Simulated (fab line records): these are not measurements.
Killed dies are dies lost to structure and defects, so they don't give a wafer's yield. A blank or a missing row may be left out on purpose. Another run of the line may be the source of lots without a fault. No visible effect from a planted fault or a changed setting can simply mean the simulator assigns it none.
A sampling plan put to the test	flow sky130	46 faults told of in these records, all on one fab line, each judged by the records of the lots it struck
What counts as the plan is the set of the line's own looks, namely the steps on the route at which a gauge or an inspection reads a wafer and does not change it. Where struck wafers have a number at a look and the file lists that look's usual mean and standard deviation on fault-free wafers, the look can be judged. Caught: a look later than the fault's first step finds the struck wafers' mean 4 or more of those standard deviations (sigma) from the usual mean. On the tool: the fault's steps, tested the same way using the tool's own readings. A different recipe on the struck wafers counts as caught too, as does a record blank only for those wafers.

## THE FAULTS, as the simulator had put them in
1. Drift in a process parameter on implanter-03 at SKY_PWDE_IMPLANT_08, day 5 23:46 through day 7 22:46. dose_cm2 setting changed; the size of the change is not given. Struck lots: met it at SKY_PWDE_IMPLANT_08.
2. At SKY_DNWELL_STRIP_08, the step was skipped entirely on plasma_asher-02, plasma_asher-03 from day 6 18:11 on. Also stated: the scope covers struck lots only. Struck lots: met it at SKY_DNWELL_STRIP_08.
3. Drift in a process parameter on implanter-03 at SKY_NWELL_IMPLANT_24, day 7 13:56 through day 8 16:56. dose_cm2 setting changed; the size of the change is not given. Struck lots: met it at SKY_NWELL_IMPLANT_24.
4. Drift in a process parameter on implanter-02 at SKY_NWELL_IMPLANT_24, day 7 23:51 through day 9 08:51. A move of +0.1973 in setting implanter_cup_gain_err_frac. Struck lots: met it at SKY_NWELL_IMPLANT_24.
5. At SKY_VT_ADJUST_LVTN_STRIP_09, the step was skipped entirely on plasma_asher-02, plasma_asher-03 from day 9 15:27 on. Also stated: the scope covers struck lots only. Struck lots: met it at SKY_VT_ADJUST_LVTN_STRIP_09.
6. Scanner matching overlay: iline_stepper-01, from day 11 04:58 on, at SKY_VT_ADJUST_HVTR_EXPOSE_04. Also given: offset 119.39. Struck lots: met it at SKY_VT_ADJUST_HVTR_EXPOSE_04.
7. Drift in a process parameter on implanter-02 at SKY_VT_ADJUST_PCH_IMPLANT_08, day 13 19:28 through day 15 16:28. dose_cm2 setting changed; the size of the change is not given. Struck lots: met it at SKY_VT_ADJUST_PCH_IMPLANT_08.
8. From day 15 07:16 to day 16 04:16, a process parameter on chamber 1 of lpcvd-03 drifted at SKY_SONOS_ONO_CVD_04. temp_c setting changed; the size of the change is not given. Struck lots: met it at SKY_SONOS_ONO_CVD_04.
9. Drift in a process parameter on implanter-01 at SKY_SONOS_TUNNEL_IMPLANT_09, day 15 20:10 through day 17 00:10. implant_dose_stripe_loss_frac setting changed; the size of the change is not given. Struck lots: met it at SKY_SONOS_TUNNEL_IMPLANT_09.
10. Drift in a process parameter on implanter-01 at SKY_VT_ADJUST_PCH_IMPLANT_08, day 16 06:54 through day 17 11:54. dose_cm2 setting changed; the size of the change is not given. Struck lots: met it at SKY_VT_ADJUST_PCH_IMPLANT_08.
11. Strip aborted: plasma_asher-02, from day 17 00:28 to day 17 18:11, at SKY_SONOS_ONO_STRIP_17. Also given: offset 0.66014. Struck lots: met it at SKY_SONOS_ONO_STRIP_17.
12. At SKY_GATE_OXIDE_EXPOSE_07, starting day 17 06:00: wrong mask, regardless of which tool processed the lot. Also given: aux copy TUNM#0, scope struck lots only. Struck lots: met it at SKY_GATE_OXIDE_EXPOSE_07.
13. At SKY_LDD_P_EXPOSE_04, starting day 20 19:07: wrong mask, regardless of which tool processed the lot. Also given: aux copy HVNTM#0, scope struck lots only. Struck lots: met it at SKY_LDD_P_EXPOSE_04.
14. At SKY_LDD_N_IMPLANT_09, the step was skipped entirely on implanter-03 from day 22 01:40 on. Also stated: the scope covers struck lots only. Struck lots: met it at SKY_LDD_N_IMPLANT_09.
15. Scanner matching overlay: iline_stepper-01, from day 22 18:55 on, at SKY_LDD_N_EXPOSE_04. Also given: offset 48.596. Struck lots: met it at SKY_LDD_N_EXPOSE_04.
16. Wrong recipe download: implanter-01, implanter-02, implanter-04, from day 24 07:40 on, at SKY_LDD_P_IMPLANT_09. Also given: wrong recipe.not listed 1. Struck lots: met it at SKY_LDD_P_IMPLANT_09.
17. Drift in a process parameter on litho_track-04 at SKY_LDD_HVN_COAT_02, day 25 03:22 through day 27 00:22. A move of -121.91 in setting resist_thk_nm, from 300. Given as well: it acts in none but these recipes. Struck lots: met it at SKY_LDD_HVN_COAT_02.
18. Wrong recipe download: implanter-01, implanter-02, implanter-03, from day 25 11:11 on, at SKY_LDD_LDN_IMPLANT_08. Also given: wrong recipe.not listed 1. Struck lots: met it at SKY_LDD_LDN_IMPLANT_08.
19. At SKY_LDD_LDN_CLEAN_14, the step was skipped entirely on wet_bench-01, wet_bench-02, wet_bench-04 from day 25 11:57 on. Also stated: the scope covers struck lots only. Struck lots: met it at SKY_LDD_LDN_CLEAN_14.
20. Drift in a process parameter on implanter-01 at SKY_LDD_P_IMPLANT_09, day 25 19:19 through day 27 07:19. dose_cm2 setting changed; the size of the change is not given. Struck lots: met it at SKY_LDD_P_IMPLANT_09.
21. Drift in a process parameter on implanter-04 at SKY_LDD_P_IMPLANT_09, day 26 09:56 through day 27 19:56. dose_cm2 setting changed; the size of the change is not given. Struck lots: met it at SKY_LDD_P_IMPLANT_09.
22. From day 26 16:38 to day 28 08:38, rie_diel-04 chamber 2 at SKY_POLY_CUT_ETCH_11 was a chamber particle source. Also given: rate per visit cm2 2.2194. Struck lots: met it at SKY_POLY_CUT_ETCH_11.
23. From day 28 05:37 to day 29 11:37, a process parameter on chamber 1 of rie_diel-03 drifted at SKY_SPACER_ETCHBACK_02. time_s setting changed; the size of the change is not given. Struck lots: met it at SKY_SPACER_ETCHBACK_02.
24. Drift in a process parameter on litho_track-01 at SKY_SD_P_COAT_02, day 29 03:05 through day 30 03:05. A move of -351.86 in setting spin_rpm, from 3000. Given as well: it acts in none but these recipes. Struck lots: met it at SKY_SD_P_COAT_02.
25. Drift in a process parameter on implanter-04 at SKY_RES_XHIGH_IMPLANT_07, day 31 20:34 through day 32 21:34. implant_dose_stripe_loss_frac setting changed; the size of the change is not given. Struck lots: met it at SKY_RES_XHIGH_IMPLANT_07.
26. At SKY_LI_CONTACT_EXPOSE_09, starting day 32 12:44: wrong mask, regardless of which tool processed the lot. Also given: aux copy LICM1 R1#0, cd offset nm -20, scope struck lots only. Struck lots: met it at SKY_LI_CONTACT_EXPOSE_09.
27. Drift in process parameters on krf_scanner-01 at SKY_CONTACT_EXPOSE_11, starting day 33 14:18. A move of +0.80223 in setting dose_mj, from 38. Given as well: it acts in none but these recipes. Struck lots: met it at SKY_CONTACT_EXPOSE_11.
28. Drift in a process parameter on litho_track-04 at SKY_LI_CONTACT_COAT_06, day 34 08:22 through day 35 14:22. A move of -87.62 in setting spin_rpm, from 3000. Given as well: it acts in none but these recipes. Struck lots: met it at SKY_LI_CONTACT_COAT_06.
29. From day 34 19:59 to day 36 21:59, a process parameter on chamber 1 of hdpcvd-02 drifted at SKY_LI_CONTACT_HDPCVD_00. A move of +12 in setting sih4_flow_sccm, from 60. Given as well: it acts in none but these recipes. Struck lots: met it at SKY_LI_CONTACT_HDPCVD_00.
30. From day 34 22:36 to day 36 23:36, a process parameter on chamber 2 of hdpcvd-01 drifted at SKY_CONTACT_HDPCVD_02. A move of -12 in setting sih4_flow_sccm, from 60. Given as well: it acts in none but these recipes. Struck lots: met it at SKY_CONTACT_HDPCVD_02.
31. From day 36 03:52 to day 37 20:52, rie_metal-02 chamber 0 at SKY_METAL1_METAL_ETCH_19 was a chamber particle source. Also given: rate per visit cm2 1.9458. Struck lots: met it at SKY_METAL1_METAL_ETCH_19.
32. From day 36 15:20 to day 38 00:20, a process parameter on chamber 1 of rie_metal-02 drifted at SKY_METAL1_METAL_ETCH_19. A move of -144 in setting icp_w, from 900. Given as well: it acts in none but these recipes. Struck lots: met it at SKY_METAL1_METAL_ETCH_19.
33. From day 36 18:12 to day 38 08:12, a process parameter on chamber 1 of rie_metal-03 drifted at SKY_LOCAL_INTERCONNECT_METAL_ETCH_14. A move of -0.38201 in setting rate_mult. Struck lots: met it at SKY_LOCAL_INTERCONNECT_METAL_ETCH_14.
34. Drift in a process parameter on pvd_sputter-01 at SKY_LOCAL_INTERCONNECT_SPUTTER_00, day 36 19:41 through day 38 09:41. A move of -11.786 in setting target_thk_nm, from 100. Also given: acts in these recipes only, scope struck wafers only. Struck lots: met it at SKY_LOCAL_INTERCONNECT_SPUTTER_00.
35. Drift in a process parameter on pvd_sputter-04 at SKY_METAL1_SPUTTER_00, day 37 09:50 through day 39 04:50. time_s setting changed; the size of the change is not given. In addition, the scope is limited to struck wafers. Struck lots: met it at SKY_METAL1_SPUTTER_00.
36. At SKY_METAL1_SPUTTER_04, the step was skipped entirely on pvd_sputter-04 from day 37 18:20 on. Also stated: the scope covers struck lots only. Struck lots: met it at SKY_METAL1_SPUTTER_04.
37. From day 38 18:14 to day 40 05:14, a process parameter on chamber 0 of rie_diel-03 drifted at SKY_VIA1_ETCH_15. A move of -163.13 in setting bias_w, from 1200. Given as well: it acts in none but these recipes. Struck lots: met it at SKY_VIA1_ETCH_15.
38. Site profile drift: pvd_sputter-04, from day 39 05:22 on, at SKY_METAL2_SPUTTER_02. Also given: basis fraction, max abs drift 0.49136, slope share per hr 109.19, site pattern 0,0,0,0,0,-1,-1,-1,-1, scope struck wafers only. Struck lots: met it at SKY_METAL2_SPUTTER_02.
39. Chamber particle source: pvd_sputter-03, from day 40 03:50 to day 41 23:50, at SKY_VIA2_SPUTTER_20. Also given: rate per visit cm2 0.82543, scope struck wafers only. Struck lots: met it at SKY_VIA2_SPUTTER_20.
40. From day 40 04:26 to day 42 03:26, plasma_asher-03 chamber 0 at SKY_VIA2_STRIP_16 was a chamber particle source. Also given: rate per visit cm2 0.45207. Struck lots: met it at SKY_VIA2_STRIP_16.
41. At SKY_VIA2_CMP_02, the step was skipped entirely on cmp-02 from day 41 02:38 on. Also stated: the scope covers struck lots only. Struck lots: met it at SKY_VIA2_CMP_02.
42. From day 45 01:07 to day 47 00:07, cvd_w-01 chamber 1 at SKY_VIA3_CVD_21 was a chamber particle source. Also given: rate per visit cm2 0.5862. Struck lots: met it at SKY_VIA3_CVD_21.
43. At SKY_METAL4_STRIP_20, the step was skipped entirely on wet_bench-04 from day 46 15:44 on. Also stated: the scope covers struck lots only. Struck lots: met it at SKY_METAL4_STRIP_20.
44. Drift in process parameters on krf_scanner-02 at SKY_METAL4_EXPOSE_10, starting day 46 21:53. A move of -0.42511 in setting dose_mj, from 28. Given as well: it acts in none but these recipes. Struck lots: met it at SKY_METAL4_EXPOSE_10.
45. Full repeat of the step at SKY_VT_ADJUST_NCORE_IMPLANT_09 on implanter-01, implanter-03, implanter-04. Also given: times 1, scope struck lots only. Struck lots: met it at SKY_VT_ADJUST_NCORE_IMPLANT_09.
46. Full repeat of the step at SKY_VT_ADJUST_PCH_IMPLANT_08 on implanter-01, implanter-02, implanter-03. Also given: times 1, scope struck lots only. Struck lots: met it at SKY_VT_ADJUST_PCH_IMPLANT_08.

## WHAT THE PLAN SAW
fault	on the tool itself	first look that catches it	reading, sigma	median hours from its first step to that look	hours from the fault's start to the first struck lot there	judged looks passed uncaught
1	dose_ions_cm2 +30 sigma	SKY_NWELL_RS_MEAS_31	PWDE_RS -9.9	42.8	46	0
2	the tool's record is blank for the struck wafers	SKY_PWDE_TW_MEAS_10	PWDE_TW -73	21.6	25	1
3	dose_ions_cm2 +99 or beyond sigma	SKY_NWELL_TW_MEAS_26	NWELL_2_TW +51	0.2	19	0
4	faraday_current_uA +11 sigma	SKY_NWELL_TW_MEAS_26	NWELL_2_TW -4.9	0.2	3	0
5	the tool's record is blank for the struck wafers	SKY_VT_ADJUST_LVTN_TW_MEAS_21	VT_ADJUST_LVTN_2_TW -99 or beyond	23.5	27	0
6	no reading that can be judged	SKY_VT_ADJUST_HVTR_OVL_MEAS_08	VT_ADJUST_HVTR_OVL +74	12.0	15	0
7	dose_ions_cm2 +99 or beyond sigma	SKY_VT_ADJUST_PCH_TW_MEAS_10	VT_ADJUST_PCH_TW +14	0.2	8	0
8	susceptor_temp_C +15 sigma	SKY_SONOS_ONO_THK_MEAS_05	SONOS_ONO_CVD_04_THK +5.6	1.2	19	0
9	under 2 sigma	SKY_SONOS_TUNNEL_TW_MEAS_12	SONOS_TUNNEL_TW -15	0.4	1	0
10	dose_ions_cm2 -99 or beyond sigma	SKY_VT_ADJUST_PCH_TW_MEAS_10	VT_ADJUST_PCH_TW -7.2	0.2	1	0
11	oes_product_au +43 sigma	no look after it can be judged	-	-	-	0
12	no reading that can be judged	SKY_GATE_OXIDE_TW_MEAS_14	GATE_OXIDE_TW -74	15.8	20	0
13	no reading that can be judged	SKY_LDD_P_TW_MEAS_11	LDD_P_TW -68	15.2	18	0
14	the tool's record is blank for the struck wafers	SKY_LDD_N_TW_MEAS_17	LDD_N_TW -4.6	1.2	4	0
15	under 2 sigma	SKY_LDD_N_OVL_MEAS_07	LDD_N_OVL +38	15.0	15	0
16	no reading that can be judged	SKY_LDD_P_TW_MEAS_11	LDD_P_TW +45	0.2	2	0
17	no reading that can be judged	no look after it can be judged	-	-	-	0
18	under 2 sigma	SKY_LDD_LDN_TW_MEAS_13	LDD_LDN_TW -4.5	0.7	2	0
19	the tool's record is blank for the struck wafers	no look after it can be judged	-	-	-	0
20	dose_ions_cm2 +39 sigma	no look after it can be judged	-	-	-	0
21	dose_ions_cm2 -99 or beyond sigma	SKY_LDD_P_TW_MEAS_11	LDD_P_TW -4.4	0.2	11	0
22	under 2 sigma	none of the 2 looks that can be judged after it	-	-	-	2
23	run_length_s +30 sigma	not the one look that can be judged after it	-	-	-	1
24	spin_speed_rpm -99 or beyond sigma	not the one look that can be judged after it	-	-	-	1
25	under 2 sigma	SKY_SD_N_RS_MEAS_18	RES_XHIGH_RS +11	29.2	32	2
26	no reading that can be judged	SKY_LI_CONTACT_CD_MEAS_12	cd_nm -16	12.6	16	0
27	exposure_dose_mJ_cm2 +18 sigma	none of the 2 looks that can be judged after it	strongest: cd_nm at SKY_CONTACT_CD_MEAS_14, +2.3	-	-	2
28	spin_speed_rpm -48 sigma	none of the 2 looks that can be judged after it	-	-	-	2
29	sih4_flow_sccm +74 sigma	SKY_LI_CONTACT_THK_MEAS_01	LI_CONTACT_HDPCVD_THK +16	0.1	14	0
30	sih4_flow_sccm -66 sigma	SKY_CONTACT_THK_MEAS_03	CONTACT_HDPCVD_THK -19	0.1	11	0
31	under 2 sigma	no look after it can be judged	-	-	-	0
32	rf_fwd_power_W -36 sigma	not the one look that can be judged after it	-	-	-	1
33	oes_product_au -23 sigma	no look after it can be judged	-	-	-	0
34	under 2 sigma	SKY_LOCAL_INTERCONNECT_RS_MEAS_01	LOCAL_INTERCONNECT_TIN_RS +13	0.1	9	0
35	under 2 sigma	no look after it can be judged	-	-	-	0
36	the tool's record is blank for the struck wafers	SKY_METAL1_THK_MEAS_06	METAL1_ALCU_THK +10	0.2	2	0
37	bias_w -45 sigma	no look after it can be judged	-	-	-	0
38	under 2 sigma	SKY_METAL2_RS_MEAS_05	METAL2_ALCU_RS +44	0.1	2	0
39	under 2 sigma	not the one look that can be judged after it	-	-	-	1
40	under 2 sigma	no look after it can be judged	-	-	-	0
41	the tool's record is blank for the struck wafers	SKY_VIA2_BOW_MEAS_03	VIA2_BOW +5.3	0.3	2	0
42	under 2 sigma	none of the 2 looks that can be judged after it	-	-	-	2
43	the tool's record is blank for the struck wafers	no look after it can be judged	-	-	-	0
44	exposure_dose_mJ_cm2 -13 sigma	none of the 2 looks that can be judged after it	-	-	-	2
45	under 2 sigma	SKY_VT_ADJUST_NCORE_TW_MEAS_11	VT_ADJUST_NCORE_TW +18	0.6	-	0
46	no reading that can be judged	SKY_VT_ADJUST_PCH_TW_MEAS_10	VT_ADJUST_PCH_TW +16	0.6	-	0
A dash: the fault isn't caught, or these records don't give the number.

Caught at a look: 27 of 46. Caught on the tool: 26 of 46. By one or the other: 39 of 46.
Caught on the tool alone: faults 11, 19, 20, 23, 24, 27, 28, 32, 33, 37, 43, 44.
Caught at a look alone: faults 6, 9, 12, 13, 15, 16, 18, 25, 26, 34, 38, 45, 46.
Caught by neither: faults 17, 22, 31, 35, 39, 40, 42.

## THINNER SAMPLING
If the look that catches a fault measured only every second or every third lot, by lot number, the first struck lot would be measured this late in the worst case:
fault	struck lots at that look, in order of time	every lot	every second lot	every third lot
1	L932, L933	46 h	52 h	may miss all 2
2	L814, L815	25 h	32 h	may miss all 2
3	L884, L885	19 h	25 h	may miss all 2
4	L777, L780, L781	3 h	19 h	may miss all 3
5	L844, L845, L846	27 h	33 h	39 h
6	L314, L315, L316, L317	15 h	27 h	30 h
7	L134, L135, L136	8 h	15 h	21 h
8	L154	19 h	may miss it	may miss it
9	L179, L180	1 h	9 h	may miss all 2
10	L292, L293	1 h	19 h	may miss all 2
12	L590	20 h	may miss it	may miss it
13	L922	18 h	may miss it	may miss it
14	L970, L971, L972	4 h	21 h	25 h
15	L571, L572, L573, L574	15 h	16 h	33 h
16	L474, L475, L476, L477	2 h	11 h	11 h
18	L934, L935, L936, L937	2 h	11 h	31 h
21	L397, L399	11 h	may miss all 2	may miss all 2
25	L555, L556	32 h	37 h	may miss all 2
26	L310	16 h	may miss it	may miss it
29	L720, L722	14 h	may miss all 2	may miss all 2
30	L149, L150	11 h	15 h	may miss all 2
34	L641, L643	9 h	may miss all 2	may miss all 2
36	L214, L215	2 h	8 h	may miss all 2
38	L564, L566, L568, L570	2 h	may miss all 4	28 h
41	L213, L214, L215	2 h	9 h	10 h
The hour figures run from when the fault began to the first measured lot among those it struck. The test against the limit of 4 sigma pooled every struck wafer, which means one lot taken alone may stay below that limit. Other struck lots may not be in these records.

## THE LONGEST TIMED WAY FROM STEP TO LOOK
Fault 1: the median time between SKY_PWDE_IMPLANT_08 and SKY_NWELL_RS_MEAS_31 is 42.8 hours. No look between them can be judged.
